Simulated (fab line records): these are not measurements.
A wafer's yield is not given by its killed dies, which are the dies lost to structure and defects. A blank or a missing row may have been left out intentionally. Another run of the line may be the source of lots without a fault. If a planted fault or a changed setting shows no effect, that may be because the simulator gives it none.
fab line records ; flow sky130
[record] lots = 14; wafers = 42; last-day = 50
route steps=708 shown LDD_P@265 LOCAL_INTERCONNECT@402 CONTACT@422 METAL1@447
lots untouched by any fault: they come from a run of this same line in which no faults occurred
start-h: hours from the record's first day to the start of the lot's first wafer shown ; wait-h: hours elapsed since this lot's preceding step ; " the same as in the row above ; L1.1+2: a single row standing in for several wafers ; - no value, or no start given ; * or withheld: withheld ; < > ~ a bound
route shown NAME@n: names a module that has steps shown in the file, with the first one's number in the route ; usual: mean/standard deviation of fault-free wafers ; same: alike in all rows ; chamber/n: place in a boat ; sites: readings site by site ; _std_site: the values' standard deviation ; _edge_site: mean of outer sites minus mean of inner sites ; radius-mm: how far each site lies from the wafer's centre ; mask NAME#n: copy n ; behind: the tool/chamber that last shaped the wafer ; hold: why the lot went on hold/how many hours it stayed there/how the hold came to an end ; device: names the non-switching transistor (n, p or np) ; end of line: the route-end tests of the same wafers ; a step given without rows: its recipe and nothing more ; killed: not the wafer's yield, but the dies lost to structure and defects at the first sort ; map: shows each die of a wafer: x if killed, . if not, _ if none is there
set.NAME: the setting as run; set.NAME@STEP: as run at that earlier step ; model.NAME: the simulator's own value behind a step, which no gauge read
route steps across a sampled set of lots; one table per step, one row per wafer
services: the hour from which a tool's chamber was out of use, counted from the record's first day as start-h (under 0 if before that day), plus the number of hours and why
[[steps]]
[step SKY_LDD_P_STRIP_10]
[recipe] chemistry = O2/N2; power-w = 1400; pressure-mtorr = 1500; platen-temp-c = withheld; o2-flow-sccm = 3000; n2-flow-sccm = 300; overash-fraction = 0.5
[usual] drypump-motor-current-A = 5.8/0.5; oes-product-au = 0.715/0.0046; strip-time-to-endpoint-s = 14.18/0.047
lot.wafer;tool;chamber;start-h;wait-h;drypump-motor-current-A;oes-product-au;rf-hours-counter-h;strip-time-to-endpoint-s
L736.1;plasma-asher-03;0;452.65;0.1;6.2;0.720;76;14.22
L736.2;plasma-asher-03;1;452.65;0.1;5.6;0.713;76;14.25
L736.3;plasma-asher-03;1;452.65;0.1;5.6;0.719;-;14.24
L737.2;plasma-asher-04;0;477.50;0.1;5.0;0.713;63;14.25
L737.3;plasma-asher-04;1;477.50;0.1;5.9;0.719;-;14.22
L737.4;plasma-asher-04;0;477.50;0.1;5.0;0.722;-;14.21
L739.1;plasma-asher-03;0;479.55;0.1;6.2;0.723;79;14.18
L739.3;plasma-asher-03;1;479.55;0.1;5.6;0.716;-;14.15
L739.4;plasma-asher-03;0;479.55;0.1;6.2;0.728;-;14.21
L738.1;plasma-asher-03;1;483.62;0.1;5.6;0.713;80;14.20
L738.4;plasma-asher-03;0;483.62;0.1;6.2;0.714;-;14.22
L738.6;plasma-asher-03;0;483.62;0.1;6.2;0.717;-;14.23
L741.1;plasma-asher-02;0;495.85;0.1;6.7;0.716;38;14.19
L741.2;plasma-asher-02;1;495.85;0.1;5.7;0.722;38;14.25
L741.6;plasma-asher-02;1;495.85;0.1;5.7;0.705;-;14.26
L743.1;plasma-asher-04;0;510.06;0.1;5.0;0.706;67;14.07
L743.4;plasma-asher-04;0;510.06;0.1;5.0;0.714;-;14.10
L743.6;plasma-asher-04;1;510.06;0.1;5.9;0.716;-;14.07
L745.2;plasma-asher-04;1;533.62;0.1;5.9;0.713;69;14.18
L745.4;plasma-asher-04;0;533.62;0.1;5.0;0.719;-;14.20
L745.5;plasma-asher-04;1;533.62;0.1;5.9;0.716;-;14.18
L746.1;plasma-asher-02;0;534.15;0.1;6.7;0.718;42;14.21
L746.3;plasma-asher-02;1;534.15;0.1;5.7;0.710;-;14.26
L746.5;plasma-asher-02;1;534.15;0.1;5.7;0.713;-;14.22
L750.2;plasma-asher-02;1;571.21;0.1;5.7;0.722;46;14.11
L750.3;plasma-asher-02;1;571.21;0.1;5.7;0.714;-;14.16
L750.6;plasma-asher-02;1;571.21;0.1;5.7;0.710;-;14.12
L752.1;plasma-asher-04;0;577.70;0.1;5.0;0.718;75;14.24
L752.4;plasma-asher-04;1;577.70;0.1;5.9;0.710;-;14.22
L752.5;plasma-asher-04;1;577.70;0.1;5.9;0.721;-;14.21
L751.1;plasma-asher-04;0;583.31;0.1;5.0;0.720;75;14.15
L751.2;plasma-asher-04;1;583.31;0.1;5.9;0.717;75;14.10
L751.4;plasma-asher-04;0;583.31;0.1;5.0;0.718;-;14.16
L754.1;plasma-asher-02;0;595.00;0.1;6.6;0.718;49;14.13
L754.2;plasma-asher-02;1;595.00;0.1;5.7;0.716;49;14.13
L754.4;plasma-asher-02;1;595.00;0.1;5.7;0.715;-;14.08
L755.1;plasma-asher-03;0;604.56;0.1;6.2;0.714;86;14.17
L755.3;plasma-asher-03;0;604.56;0.1;6.2;0.713;-;14.17
L755.6;plasma-asher-03;1;604.56;0.1;5.6;0.718;-;14.16
L757.1;plasma-asher-02;1;620.57;0.1;5.7;0.714;52;14.23
L757.5;plasma-asher-02;0;620.57;0.1;6.6;0.717;-;14.22
L757.6;plasma-asher-02;1;620.57;0.1;5.7;0.711;-;14.23
[step SKY_LOCAL_INTERCONNECT_STRIP_15]
[recipe] chemistry = O2/N2; power-w = 1400; pressure-mtorr = 1500; platen-temp-c = withheld; o2-flow-sccm = 3000; n2-flow-sccm = 300; overash-fraction = 0.5
[usual] drypump-motor-current-A = 5.5/0.47; oes-product-au = 0.428/0.0043; strip-time-to-endpoint-s = 4.740/0.019
lot.wafer;tool;chamber;start-h;wait-h;drypump-motor-current-A;oes-product-au;rf-hours-counter-h;strip-time-to-endpoint-s
L736.1;plasma-asher-04;1;722.68;0.0;5.9;0.432;90;4.741
L736.2;plasma-asher-04;0;722.68;0.0;5.0;0.426;90;4.752
L736.3;plasma-asher-04;0;722.68;0.0;5.0;0.425;-;4.755
L737.2;plasma-asher-01;1;744.84;0.0;4.9;0.423;34;4.737
L737.3;plasma-asher-01;0;744.84;0.0;5.8;0.427;-;4.724
L737.4;plasma-asher-01;1;744.84;0.0;4.9;0.429;-;4.745
L739.1;plasma-asher-01;0;746.23;0.0;5.8;0.429;34;4.749
L739.3;plasma-asher-01;1;746.23;0.0;4.9;0.430;-;4.767
L739.4;plasma-asher-01;0;746.23;0.0;5.8;0.425;-;4.759
L738.1;plasma-asher-04;0;748.80;0.1;5.0;0.432;93;4.731
L738.4;plasma-asher-04;1;748.80;0.1;5.8;0.423;-;4.727
L738.6;plasma-asher-04;0;748.80;0.1;5.0;0.425;-;4.732
L741.1;plasma-asher-03;1;758.65;0.1;5.6;0.426;2;4.753
L741.2;plasma-asher-03;0;758.65;0.1;6.2;0.425;2;4.744
L741.6;plasma-asher-03;1;758.65;0.1;5.6;0.430;-;4.759
L743.1;plasma-asher-04;1;772.99;0.0;5.9;0.428;95;4.768
L743.4;plasma-asher-04;1;772.99;0.0;5.9;0.422;-;4.742
L743.6;plasma-asher-04;1;772.99;0.0;5.9;0.432;-;4.730
L745.2;plasma-asher-03;0;794.58;0.0;6.2;0.438;5;4.756
L745.4;plasma-asher-03;1;794.58;0.0;5.6;0.431;-;4.711
L745.5;plasma-asher-03;1;794.58;0.0;5.6;0.434;-;4.713
L746.1;plasma-asher-04;0;794.93;0.0;5.0;0.428;97;4.732
L746.3;plasma-asher-04;0;794.93;0.0;5.0;0.429;-;4.759
L746.5;plasma-asher-04;0;794.93;0.0;5.0;0.422;-;4.746
L750.2;plasma-asher-03;0;828.16;0.0;6.2;0.422;8;4.749
L750.3;plasma-asher-03;1;828.16;0.0;5.6;0.425;-;4.725
L750.6;plasma-asher-03;0;828.16;0.0;6.2;0.424;-;4.764
L752.1;plasma-asher-01;1;833.69;0.0;4.9;0.422;43;4.688
L752.4;plasma-asher-01;1;833.69;0.0;4.8;0.427;-;4.728
L752.5;plasma-asher-01;0;833.69;0.0;5.8;0.421;-;4.697
L751.1;plasma-asher-01;0;836.91;0.0;5.8;0.427;44;4.750
L751.2;plasma-asher-01;1;836.91;0.0;4.9;0.421;44;4.726
L751.4;plasma-asher-01;1;836.91;0.0;4.9;0.429;-;4.753
L754.1;plasma-asher-01;1;849.39;0.0;4.9;0.430;45;4.713
L754.2;plasma-asher-01;0;849.39;0.0;5.8;0.421;45;4.717
L754.4;plasma-asher-01;0;849.39;0.0;5.8;0.428;-;4.704
L755.1;plasma-asher-03;0;858.41;0.0;6.2;0.424;12;4.716
L755.3;plasma-asher-03;1;858.41;0.0;5.6;0.421;-;4.710
L755.6;plasma-asher-03;1;858.41;0.0;5.6;0.429;-;4.717
L757.1;plasma-asher-03;0;871.50;0.1;6.2;0.425;13;4.760
L757.5;plasma-asher-03;0;871.50;0.1;6.2;0.429;-;4.739
L757.6;plasma-asher-03;1;871.50;0.1;5.6;0.418;-;4.757
[step SKY_CONTACT_ETCH_16]
[recipe] chemistry = N2/H2; target = BARC; ion-energy-ev = 200; source-w = 500; bias-w = 100; pressure-mtorr = 30; n2-flow-sccm = 100; h2-flow-sccm = 200; stop-on = SiO2; time-s = 45.9; target-depth-a = 600
[usual] bias-w = 100.1/0.33; drypump-motor-current-A = 5.75/0.22; oes-product-au = 0.854/0.0044; throttle-valve-pct = 13.225/0.0079
[same] time-s = 45.9
lot.wafer;tool;chamber;start-h;wait-h;bias-w;drypump-motor-current-A;oes-product-au;rf-hours-counter-h;throttle-valve-pct
L736.1;rie-diel-03;2;751.89;0.0;100.1;5.67;0.859;3;13.226
L736.2;rie-diel-03;0;751.89;0.0;99.9;6.02;0.855;30;13.224
L736.3;rie-diel-03;1;751.89;0.0;100.0;5.54;0.848;8;13.215
L737.2;rie-diel-03;2;773.36;0.0;98.7;5.63;0.856;4;13.223
L737.3;rie-diel-03;1;773.36;0.0;100.4;5.55;0.849;9;13.217
L737.4;rie-diel-03;0;773.36;0.0;100.0;5.98;0.846;30;13.221
L739.1;rie-diel-04;0;774.81;0.0;100.7;5.84;0.854;21;13.214
L739.3;rie-diel-04;3;774.81;0.0;99.8;5.59;0.858;1;13.206
L739.4;rie-diel-04;1;774.81;0.0;100.0;6.02;0.853;11;13.234
L738.1;rie-diel-03;0;777.26;0.0;100.5;5.98;0.861;30;13.229
L738.4;rie-diel-03;2;777.26;0.0;100.0;5.68;0.857;4;13.229
L738.6;rie-diel-03;3;777.26;0.0;99.6;5.78;0.850;-;13.221
L741.1;rie-diel-01;1;786.50;0.0;99.6;6.19;0.855;22;13.213
L741.2;rie-diel-01;3;786.50;0.0;100.1;5.73;0.863;10;13.221
L741.6;rie-diel-01;0;786.50;0.0;100.4;5.39;0.861;-;13.222
L743.1;rie-diel-01;3;800.45;0.0;100.2;5.73;0.849;10;13.213
L743.4;rie-diel-01;1;800.45;0.0;100.5;6.15;0.853;23;13.219
L743.6;rie-diel-01;0;800.45;0.0;100.3;5.42;0.851;-;13.219
L745.2;rie-diel-04;1;823.07;0.0;100.3;6.04;0.860;12;13.231
L745.4;rie-diel-04;2;823.07;0.0;100.1;5.60;0.857;16;13.238
L745.5;rie-diel-04;3;823.07;0.0;100.7;5.56;0.856;-;13.228
L746.1;rie-diel-01;0;823.21;0.0;99.4;5.40;0.853;13;13.208
L746.3;rie-diel-01;1;823.21;0.0;100.5;6.16;0.853;23;13.239
L746.5;rie-diel-01;0;823.21;0.0;99.3;5.41;0.851;-;13.226
L750.2;rie-diel-04;3;856.01;0.0;100.0;5.57;0.855;4;13.225
L750.3;rie-diel-04;0;856.01;0.0;99.6;5.82;0.853;24;13.224
L750.6;rie-diel-04;1;856.01;0.0;100.3;6.00;0.853;-;13.214
L752.1;rie-diel-03;3;861.17;0.0;100.3;5.77;0.854;7;13.219
L752.4;rie-diel-03;1;861.17;0.0;99.6;5.53;0.855;-;13.229
L752.5;rie-diel-03;2;861.17;0.0;100.3;5.67;0.853;-;13.224
L751.1;rie-diel-03;1;864.56;0.0;100.3;5.55;0.852;12;13.226
L751.2;rie-diel-03;3;864.56;0.0;99.5;5.78;0.851;8;13.219
L751.4;rie-diel-03;3;864.56;0.0;100.0;5.76;0.861;-;13.234
L754.1;rie-diel-04;2;876.85;0.0;100.3;5.58;0.852;18;13.213
L754.2;rie-diel-04;0;876.85;0.0;100.2;5.83;0.851;25;13.228
L754.4;rie-diel-04;1;876.85;0.0;100.0;6.05;0.850;14;13.209
L755.1;rie-diel-01;2;885.10;0.0;99.9;5.94;0.858;12;13.229
L755.3;rie-diel-01;3;885.10;0.0;100.4;5.74;0.859;13;13.212
L755.6;rie-diel-01;0;885.10;0.0;99.8;5.42;0.851;-;13.239
L757.1;rie-diel-03;0;901.06;0.0;100.2;6.03;0.852;1;13.214
L757.5;rie-diel-03;0;901.06;0.0;100.5;6.03;0.850;-;13.223
L757.6;rie-diel-03;3;901.06;0.0;100.4;5.76;0.851;-;13.230
[step SKY_METAL1_PEB_13]
[recipe] peb-temp-c = withheld; peb-time-s = withheld; resist = KrF-thick
[usual] chill-plate-temp-C = *; exhaust-pa = 44.9/0.87; resist-line-temp-C = *
lot.wafer;tool;chamber;start-h;wait-h;chill-plate-temp-C;exhaust-pa;resist-line-temp-C
L736.1;litho-track-02;0;779;-;*;44.8;*
L736.2;litho-track-02;0;779;-;*;44.8;*
L736.3;litho-track-02;0;779;-;*;45.2;*
L737.2;litho-track-01;0;801;-;*;43.6;*
L737.3;litho-track-01;0;801;-;*;45.1;*
L737.4;litho-track-01;0;801;-;*;44.9;*
L739.1;litho-track-04;0;802;-;*;45.5;*
L739.3;litho-track-04;0;802;-;*;46.9;*
L739.4;litho-track-04;0;802;-;*;46.2;*
L738.1;litho-track-02;0;804;-;*;44.1;*
L738.4;litho-track-02;0;805;-;*;44.6;*
L738.6;litho-track-02;0;805;-;*;43.4;*
L741.1;litho-track-04;0;813;-;*;46.6;*
L741.2;litho-track-04;0;813;-;*;46.6;*
L741.6;litho-track-04;0;813;-;*;46.1;*
L743.1;litho-track-04;0;827;-;*;44.6;*
L743.4;litho-track-04;0;827;-;*;46.0;*
L743.6;litho-track-04;0;827;-;*;45.6;*
L745.2;litho-track-01;-;849;-;-;-;-
L745.4;litho-track-01;-;850;-;-;-;-
L745.5;litho-track-01;-;850;-;-;-;-
L746.1;litho-track-02;-;850;-;-;-;-
L746.3;litho-track-02;-;850;-;-;-;-
L746.5;litho-track-02;-;850;-;-;-;-
L750.2;litho-track-02;0;883;-;*;45.1;*
L750.3;litho-track-02;0;883;-;*;45.1;*
L750.6;litho-track-02;0;883;-;*;45.3;*
L752.1;litho-track-01;0;888;-;*;45.0;*
L752.4;litho-track-01;0;888;-;*;45.0;*
L752.5;litho-track-01;0;888;-;*;45.9;*
L751.1;litho-track-04;0;892;-;*;45.0;*
L751.2;litho-track-04;0;892;-;*;43.9;*
L751.4;litho-track-04;0;892;-;*;43.9;*
L754.1;litho-track-01;0;903;-;*;44.2;*
L754.2;litho-track-01;0;903;-;*;44.8;*
L754.4;litho-track-01;0;903;-;*;44.1;*
L755.1;litho-track-02;0;911;-;*;44.3;*
L755.3;litho-track-02;0;911;-;*;46.4;*
L755.6;litho-track-02;0;912;-;*;45.5;*
L757.1;litho-track-02;0;927;-;*;44.2;*
L757.5;litho-track-02;0;927;-;*;45.0;*
L757.6;litho-track-02;0;927;-;*;44.0;*
[[services]]
tool;chamber;start-h;hours;kind
plasma-asher-03;-;430.74;1.3;repair
rie-diel-03;0;447.86;3.9;repair
plasma-asher-04;-;543.18;0.8;repair
plasma-asher-03;-;547.99;54.4;pm
plasma-asher-04;-;599.26;4.6;repair
plasma-asher-02;-;605.16;0.5;repair
plasma-asher-04;-;613.08;0.8;repair
plasma-asher-02;-;621.26;28.1;pm
plasma-asher-03;-;679.06;3.1;repair
plasma-asher-02;-;692.86;2.8;pm
plasma-asher-03;-;726.85;3.9;repair
plasma-asher-03;-;733.75;9.0;pm
plasma-asher-03;-;738.77;3.7;repair
rie-diel-03;3;749.04;3.4;repair
plasma-asher-01;-;787.57;2.8;pm
rie-diel-03;-;791.89;2.8;pm
plasma-asher-03;-;808.35;2.8;pm
plasma-asher-02;-;826.96;14.6;pm
rie-diel-03;0;843.80;3.6;repair
plasma-asher-03;-;860.22;2.6;repair
plasma-asher-04;-;894.24;1.0;repair
rie-diel-03;3;904.02;5.5;repair
rie-diel-03;1;908.16;16.2;repair
rie-diel-03;-;911.16;0.6;repair
[[key]]
[first-sign] step = SKY_METAL1_PEB_13; reading = tool-record; direction = missing
effect none on later readings
met-at SKY_METAL1_PEB_13
struck-lots L745,L746
later-rows-left-out L745.2,L745.4,L745.5,L746.1,L746.3,L746.5
sort-left-out L745.2,L745.4,L745.5,L746.1,L746.3,L746.5
not-acting-at SKY_LDD_P_STRIP_10,SKY_LOCAL_INTERCONNECT_STRIP_15,SKY_CONTACT_ETCH_16
onset-between 804 849
[fault] kind = skipped-step-whole; tool = litho-track-01,litho-track-02; chamber = -; onset-h = 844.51; steps = SKY_METAL1_PEB_13; scope = struck-lots-only
// sort-left-out: the simulated sort isn't trusted on such a fault, so these wafers' sort isn't shown, and their yield isn't known
// later-rows-left-out: the simulator's readings of these wafers behind a module that went badly wrong aren't trusted and aren't shown, but for the sort
